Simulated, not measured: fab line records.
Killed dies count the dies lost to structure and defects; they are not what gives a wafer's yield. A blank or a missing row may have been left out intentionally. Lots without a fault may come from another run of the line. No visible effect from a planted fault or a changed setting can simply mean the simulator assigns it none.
Which tool was responsible? :: flow sky130 :: 7 lots with 20 wafers sampled at 3 steps, on a route of 708 steps

== WHAT THE GAUGES READ, wafer by wafer ==
SKY_METAL3_CD_MEAS_13 targets a cd of 300 nm.
lot: L241
measured: day 39 00:55
on: cd-sem-02
cd-nm (nm): 300.0 300.4 300.2

lot: L243
measured: day 39 23:26
on: cd-sem-02
cd-nm (nm): 298.5 300.2 298.8

lot: L245
measured: day 40 09:34
on: cd-sem-01
cd-nm (nm): 299.3 298.2 300.0

lot: L247
measured: day 40 21:08
on: cd-sem-01
cd-nm (nm): 300.8 302.5 300.3

lot: L249
measured: day 41 15:12
on: cd-sem-01
cd-nm (nm): 301.2 301.0 301.8

lot: L254
measured: day 43 04:31
on: cd-sem-02
cd-nm (nm): 300.4 268.8

lot: L260
measured: day 45 07:43
on: cd-sem-01
cd-nm (nm): 298.9 299.7 298.7

== WHICH TOOL RAN EACH LOT (tool, then ch and the chambers of the sampled wafers, then the start) ==
lot: L241
SKY_METAL2_SPUTTER_01: pvd-sputter-02, day 34 11:54
SKY_METAL3_EXPOSE_10: krf-scanner-01 ch 0, day 38 12:26

lot: L243
SKY_METAL2_SPUTTER_01: pvd-sputter-02, day 35 13:55
SKY_METAL3_EXPOSE_10: krf-scanner-02 ch 0, day 39 11:13

lot: L245
SKY_METAL2_SPUTTER_01: pvd-sputter-04, day 35 22:08
SKY_METAL3_EXPOSE_10: krf-scanner-01 ch 0, day 39 21:16

lot: L247
SKY_METAL2_SPUTTER_01: pvd-sputter-02, day 36 10:48
SKY_METAL3_EXPOSE_10: krf-scanner-01 ch 0, day 40 09:13

lot: L249
SKY_METAL2_SPUTTER_01: pvd-sputter-04, day 37 09:02
SKY_METAL3_EXPOSE_10: krf-scanner-02 ch 0, day 41 03:55

lot: L254
SKY_METAL2_SPUTTER_01: pvd-sputter-01, day 38 23:00
SKY_METAL3_EXPOSE_10: krf-scanner-02 ch 0, day 42 16:19

lot: L260
SKY_METAL2_SPUTTER_01: pvd-sputter-04, day 41 07:50
SKY_METAL3_EXPOSE_10: krf-scanner-01 ch 0, day 44 20:50
- SKY_METAL2_SPUTTER_01: material TiN, target thk 20 nm, time 16.7 s.
- SKY_METAL3_EXPOSE_10: exposes mask MM3, target cd 300 nm.

== THE ANSWER, worked out from the rows above alone ==
Rule: usual is defined by the lots themselves. The widest of any qualifying gaps counts: lots, ordered by their means at a reading, are off when they make up no more than a third of the lots, leave a main group of 4 or more, and stand apart from it by 3 or more times the standard deviation of that group's means. The tables above print the reading to a certain number of digits; a main group whose means all agree to those digits is not used. A lot without any number at a reading at which 4 lots or more have one is off too. The other lots that the step has rows for count as sound.
Off: L254, at SKY_METAL3_CD_MEAS_13 (cd-nm). Mean 300.0 nm and standard deviation 0.95 in the main group.
A tool fits if, at a process step before that reading, it ran every lot that is off, and no sound lot after the first of them. Those tools and the gauges at SKY_METAL3_CD_MEAS_13 are tried in the same way. Can't be told from this: 3 tools fit, pvd-sputter-01 at SKY_METAL2_SPUTTER_01, krf-scanner-02 at SKY_METAL3_EXPOSE_10, cd-sem-02 at SKY_METAL3_CD_MEAS_13.

== WHAT THE SIMULATOR HAD PUT IN ==
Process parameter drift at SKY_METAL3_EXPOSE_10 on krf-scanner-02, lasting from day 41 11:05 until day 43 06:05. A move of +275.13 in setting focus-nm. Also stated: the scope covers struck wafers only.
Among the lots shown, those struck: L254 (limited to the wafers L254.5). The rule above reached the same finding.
